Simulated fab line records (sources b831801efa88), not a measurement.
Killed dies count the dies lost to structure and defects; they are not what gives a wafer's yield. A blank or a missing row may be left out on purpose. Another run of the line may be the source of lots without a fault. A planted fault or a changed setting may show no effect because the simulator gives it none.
What tool caused it? | flow sky130 | Sampling: 24 lots, 72 wafers, 6 of 708 route steps

== WHAT THE GAUGES SHOWED, per wafer ==
SKY_FIELD_ISO_THK_MEAS_04. Usual: for FIELD_ISO_CVD_03_THK the level is 165.5 nm and the standard deviation is 1.5.
lot  | measured    | on            | FIELD_ISO_CVD_03_THK (nm) | flag
L074 | day 1 18:59 | film-metro-03 | 165.3 164.1 164.4         |
L075 | day 1 18:59 | film-metro-02 | 167.0 167.7 166.4         |
L076 | day 2 06:21 | film-metro-04 | 165.8 167.0 166.8         |
L077 | day 2 08:08 | film-metro-03 | 163.2 163.9 163.9         |
L078 | day 2 11:17 | film-metro-04 | 163.5 163.0 162.2         |
L079 | day 2 18:02 | film-metro-04 | 165.2 164.7 165.6         |
L080 | day 2 23:56 | film-metro-02 | 167.3 166.3 167.8         |
L081 | day 3 05:43 | film-metro-03 | 163.8 162.1 162.7         |
L082 | day 3 05:44 | film-metro-02 | 166.2 166.4 166.4         |
L083 | day 3 15:08 | film-metro-04 | 165.2 163.0 165.2         |
L084 | day 3 21:35 | film-metro-04 | 165.3 164.3 164.7         |
L085 | day 4 02:34 | film-metro-03 | 164.5 164.4 165.2         |
L086 | day 4 02:34 | film-metro-04 | 163.8 164.4 163.5         |
L087 | day 4 07:39 | film-metro-03 | 165.8 163.1 163.9         |
L088 | day 4 11:35 | film-metro-04 | 166.5 165.0 166.5         |
L089 | day 4 17:19 | film-metro-04 | 168.0 167.8 165.6         |
L090 | day 4 21:29 | film-metro-02 | 165.3 166.6 165.2         |
L091 | day 5 04:18 | film-metro-04 | 164.6 164.3 164.3         |
L092 | day 5 08:32 | film-metro-04 | 164.8 164.6 164.8         |
L093 | day 5 16:09 | film-metro-03 | 167.9 166.6 167.3         |
L094 | day 5 19:48 | film-metro-03 | 164.6 165.7 165.9         |
L095 | day 6 01:37 | film-metro-03 | 166.3 167.2 167.6         |
L096 | day 6 05:07 | film-metro-04 | 168.4 168.3 168.4         |
L097 | day 6 08:29 | film-metro-03 | 166.4 166.3 166.0         |

SKY_VIA1_CD_MEAS_12 targets a cd of 150 nm. Usual: cd-nm reads 150.2 nm (standard deviation 1.8).
lot  | measured     | on        | cd-nm (nm)        | flag
L074 | day 34 17:37 | cd-sem-01 | 146.6 146.2 145.7 |
L075 | day 34 18:17 | cd-sem-01 | 150.3 150.7 151.2 |
L076 | day 35 17:44 | cd-sem-02 | 149.8 149.0 151.8 |
L077 | day 35 18:50 | cd-sem-01 | 152.6 152.0 152.0 |
L078 | day 36 00:30 | cd-sem-02 | 150.5 149.2 151.1 |
L079 | day 36 05:06 | cd-sem-02 | 148.8 150.6 150.6 |
L080 | day 36 13:58 | cd-sem-01 | 151.5 152.1 150.6 |
L081 | day 36 15:44 | cd-sem-02 | 149.9 150.9 149.8 |
L082 | day 36 13:00 | cd-sem-02 | 148.0 149.7 149.6 |
L083 | day 36 18:37 | cd-sem-02 | 149.8 150.2 149.2 |
L084 | day 37 07:11 | cd-sem-01 | 149.1 149.9 148.8 |
L085 | day 37 21:05 | cd-sem-02 | 148.3 147.8 150.9 |
L086 | day 37 17:15 | cd-sem-02 | 151.8 151.7 152.0 |
L087 | day 37 23:41 | cd-sem-02 | 150.5 151.2 151.3 |
L088 | day 38 10:41 | cd-sem-02 | 148.7 149.5 150.7 |
L089 | day 39 13:01 | cd-sem-01 | 153.7 152.0 152.4 |
L090 | day 39 14:56 | cd-sem-01 | 151.3 152.4 152.4 |
L091 | day 39 14:19 | cd-sem-02 | 150.9 150.1 152.0 |
L092 | day 39 16:33 | cd-sem-01 | 147.0 147.2 149.3 |
L093 | day 39 22:41 | cd-sem-02 | 148.6 151.0 150.1 |
L094 | day 40 09:21 | cd-sem-01 | 149.2 146.4 148.1 |
L095 | day 40 14:56 | cd-sem-01 | 151.5 152.2 151.7 |
L096 | day 40 19:55 | cd-sem-01 | 151.2 150.6 152.7 |
L097 | day 40 22:02 | cd-sem-01 | 150.1 150.0 149.5 |

SKY_VIA2_RS_MEAS_22: the measuring method here is four-point-probe. Usual: for VIA2_W_RS the level is 0.268 ohm/sq and the standard deviation is 0.0042.
lot  | measured     | on            | VIA2_W_RS (ohm/sq) | flag
L074 | day 37 01:25 | film-metro-02 | 0.270 0.271 0.266  |
L075 | day 37 01:32 | film-metro-03 | 0.270 0.271 0.272  |
L076 | day 38 01:35 | film-metro-03 | 0.267 0.270 0.265  |
L077 | day 38 03:02 | film-metro-03 | 0.269 0.269 0.273  |
L078 | day 38 08:09 | film-metro-03 | 0.269 0.270 0.268  |
L079 | day 38 12:19 | film-metro-03 | 0.270 0.269 0.271  |
L080 | day 38 21:41 | film-metro-03 | 0.269 0.270 0.271  |
L081 | day 39 01:30 | film-metro-02 | 0.269 0.272 0.267  |
L082 | day 38 20:32 | film-metro-02 | 0.268 0.270 0.268  |
L083 | day 39 02:30 | film-metro-03 | 0.269 0.274 0.266  |
L084 | day 39 13:46 | film-metro-04 | 0.256 0.263 0.258  |
L085 | day 40 02:22 | film-metro-03 | 0.270 0.276 0.275  |
L086 | day 39 23:06 | film-metro-02 | 0.265 0.265 0.267  |
L087 | day 40 05:14 | film-metro-04 | 0.268 0.273 0.271  |
L088 | day 40 14:58 | film-metro-03 | 0.272 0.270 0.268  |
L089 | day 41 17:07 | film-metro-03 | 0.273 0.273 0.269  |
L090 | day 41 18:10 | film-metro-02 | 0.268 0.265 0.268  |
L091 | day 41 17:30 | film-metro-02 | 0.270 0.269 0.271  |
L092 | day 41 18:32 | film-metro-04 | 0.262 0.264 0.262  |
L093 | day 42 02:46 | film-metro-04 | 0.271 0.271 0.269  |
L094 | day 42 13:13 | film-metro-04 | 0.268 0.267 0.263  |
L095 | day 42 21:44 | film-metro-04 | 0.266 0.272 0.268  |
L096 | day 42 23:46 | film-metro-04 | 0.268 0.269 0.267  |
L097 | day 43 01:38 | film-metro-03 | 0.266 0.270 0.270  |

SKY_VIA2_THK_MEAS_23: measures by xrf. Usual: for VIA2_W_THK the level is 428 nm and the standard deviation is 7.1.
lot  | measured     | on            | VIA2_W_THK (nm) | flag
L074 | day 37 01:32 | film-metro-02 | 428 424 437     |
L075 | day 37 01:40 | film-metro-03 | 426 424 420     |
L076 | day 38 01:41 | film-metro-03 | 434 426 435     |
L077 | day 38 03:09 | film-metro-03 | 430 428 421     |
L078 | day 38 08:16 | film-metro-03 | 427 431 431     |
L079 | day 38 12:26 | film-metro-03 | 424 431 425     |
L080 | day 38 21:47 | film-metro-03 | 427 426 428     |
L081 | day 39 01:37 | film-metro-02 | 426 425 430     |
L082 | day 38 20:39 | film-metro-02 | 422 418 422     |
L083 | day 39 02:36 | film-metro-03 | 423 416 431     |
L084 | day 39 13:53 | film-metro-04 | 447 434 444     |
L085 | day 40 02:29 | film-metro-03 | 425 417 418     |
L086 | day 39 23:13 | film-metro-02 | 435 436 430     |
L087 | day 40 05:21 | film-metro-04 | 438 426 429     |
L088 | day 40 15:04 | film-metro-03 | 424 425 431     |
L089 | day 41 17:14 | film-metro-03 | 421 422 428     |
L090 | day 41 18:17 | film-metro-02 | 423 434 423     |
L091 | day 41 17:36 | film-metro-02 | 420 425 422     |
L092 | day 41 18:39 | film-metro-04 | 438 436 439     |
L093 | day 42 02:52 | film-metro-04 | 420 419 422     |
L094 | day 42 13:20 | film-metro-04 | 426 426 433     |
L095 | day 42 21:51 | film-metro-04 | 429 418 427     |
L096 | day 42 23:53 | film-metro-04 | 425 422 424     |
L097 | day 43 01:45 | film-metro-03 | 439 430 432     |

SKY_VIA3_THK_MEAS_01. Usual: for VIA3_HDPCVD_THK the level is 1637 nm and the standard deviation is 16.
lot  | measured     | on            | VIA3_HDPCVD_THK (nm) | flag
L074 | day 39 06:37 | film-metro-01 | 1651 1631 1626       |
L075 | day 39 07:05 | film-metro-01 | 1620 1642 1613       |
L076 | day 40 05:17 | film-metro-01 | 1632 1634 1629       |
L077 | day 40 06:38 | film-metro-01 | 1622 1621 1631       |
L078 | day 40 10:56 | film-metro-02 | 1648 1630 1600       |
L079 | day 40 15:37 | film-metro-01 | 1637 1636 1639       |
L080 | day 41 00:11 | film-metro-02 | 1629 1619 1623       |
L081 | day 41 02:57 | film-metro-02 | 1650 1652 1661       |
L082 | day 40 22:59 | film-metro-01 | 1663 1664 1645       |
L083 | day 41 04:32 | film-metro-04 | 1650 1642 1640       |
L084 | day 41 15:38 | film-metro-04 | 1633 1630 1652       |
L085 | day 42 04:42 | film-metro-01 | 1637 1639 1615       |
L086 | day 42 00:41 | film-metro-02 | 1614 1635 1638       |
L087 | day 42 06:49 | film-metro-02 | 1652 1649 1659       |
L088 | day 42 16:31 | film-metro-02 | 1620 1629 1624       |
L089 | day 43 17:46 | film-metro-04 | 1620 1611 1619       |
L090 | day 43 18:08 | film-metro-01 | 1605 1618 1589       |
L091 | day 43 17:59 | film-metro-04 | 1622 1645 1640       |
L092 | day 43 18:30 | film-metro-04 | 1648 1633 1648       |
L093 | day 44 02:55 | film-metro-04 | 1643 1640 1653       |
L094 | day 44 13:25 | film-metro-04 | 1642 1652 1638       |
L095 | day 44 20:43 | film-metro-02 | 1659 1640 1650       |
L096 | day 44 23:04 | film-metro-04 | 1672 1666 1681       |
L097 | day 45 02:00 | film-metro-04 | 1644 1634 1632       |

== TOOL THAT RAN EACH LOT (tool first, then ch and the chambers of the sampled wafers, then the start) ==
lot  | SKY_VIA2_CMP_02
L074 | cmp-01 ch 1,2,3, day 35 23:24
L075 | cmp-02 ch 0,1,2, day 35 23:38
L076 | cmp-01 ch 0,3, day 36 21:56
L077 | cmp-02 ch 1,2,3, day 36 22:54
L078 | cmp-02 ch 0,1,3, day 37 05:00
L079 | cmp-01 ch 0,2,3, day 37 09:53
L080 | cmp-02 ch 2,3, day 37 18:43
L081 | cmp-01 ch 0,1,2, day 37 22:55
L082 | cmp-01 ch 1,2,3, day 37 17:37
L083 | cmp-01 ch 0,1,3, day 38 00:07
L084 | cmp-02 ch 1,2, day 38 11:41
L085 | cmp-02 ch 1,2,3, day 39 01:59
L086 | cmp-01 ch 0,1,2, day 38 21:20
L087 | cmp-02 ch 0,2,3, day 39 03:50
L088 | cmp-02 ch 0,3, day 39 14:14
L089 | cmp-02 ch 0,1,3, day 40 15:56
L090 | cmp-01 ch 1,2, day 40 17:41
L091 | cmp-01 ch 0,2,3, day 40 16:55
L092 | cmp-01 ch 0,1,2, day 40 18:41
L093 | cmp-02 ch 1,2, day 41 01:07
L094 | cmp-02 ch 0,1,2, day 41 11:52
L095 | cmp-02 ch 0,2,3, day 41 20:01
L096 | cmp-02 ch 0,2,3, day 41 23:30
L097 | cmp-02 ch 1,2, day 42 01:19
- SKY_VIA2_CMP_02: polishes SiO2.

== AS READ BY THE TOOLS THEMSELVES (means over the sampled wafers that have a number; for cases with no such wafer, the mark the record gives instead) ==
SKY_VIA2_CMP_02. Usual: head-pressure-psi 4.000 psi, standard deviation 0.0088; motor-current-A 12.1 A, standard deviation 0.94.
lot  | tool   | head-pressure-psi (psi) | motor-current-A (A) | flag
L074 | cmp-01 | 3.997                   | 12.4                |
L075 | cmp-02 | 4.000                   | 11.6                |
L076 | cmp-01 | 3.997                   | 11.5                |
L077 | cmp-02 | 3.996                   | 11.9                |
L078 | cmp-02 | 4.009                   | 12.4                |
L079 | cmp-01 | 3.994                   | 11.9                |
L080 | cmp-02 | 4.000                   | 11.5                |
L081 | cmp-01 | 3.998                   | 12.2                |
L082 | cmp-01 | 4.010                   | 12.4                |
L083 | cmp-01 | 4.001                   | 12.5                |
L084 | cmp-02 | 4.004                   | 11.6                |
L085 | cmp-02 | 3.998                   | 11.7                |
L086 | cmp-01 | 4.007                   | 12.1                |
L087 | cmp-02 | 3.996                   | 11.6                |
L088 | cmp-02 | 3.995                   | 11.9                |
L089 | cmp-02 | 4.000                   | 12.1                |
L090 | cmp-01 | 3.994                   | 12.9                |
L091 | cmp-01 | 4.003                   | 11.6                |
L092 | cmp-01 | 4.016                   | 12.3                |
L093 | cmp-02 | 3.999                   | 11.9                |
L094 | cmp-02 | 4.000                   | 11.8                |
L095 | cmp-02 | 3.998                   | 11.8                |
L096 | cmp-02 | 3.991                   | 11.8                |
L097 | cmp-02 | 3.995                   | 11.7                |

== THE ANSWER, worked out from the rows above alone ==
Rule: lot off if the mean of its wafers having a number is beyond 3 standard deviations from the usual mean. A lot without any number at a reading at which 4 lots or more have one is off too. The other lots that the step has rows for count as sound. The gauges are gone through in route order, then the tools' own readings, and for those a lot's mean is taken as printed above. The first step at which some lot is off is used, and at that step the reading that is off furthest; a lot without a number counts as furthest.
No lot is off at any reading shown: from this, nothing can be told.

== WHAT HAD BEEN PUT IN BY THE SIMULATOR ==
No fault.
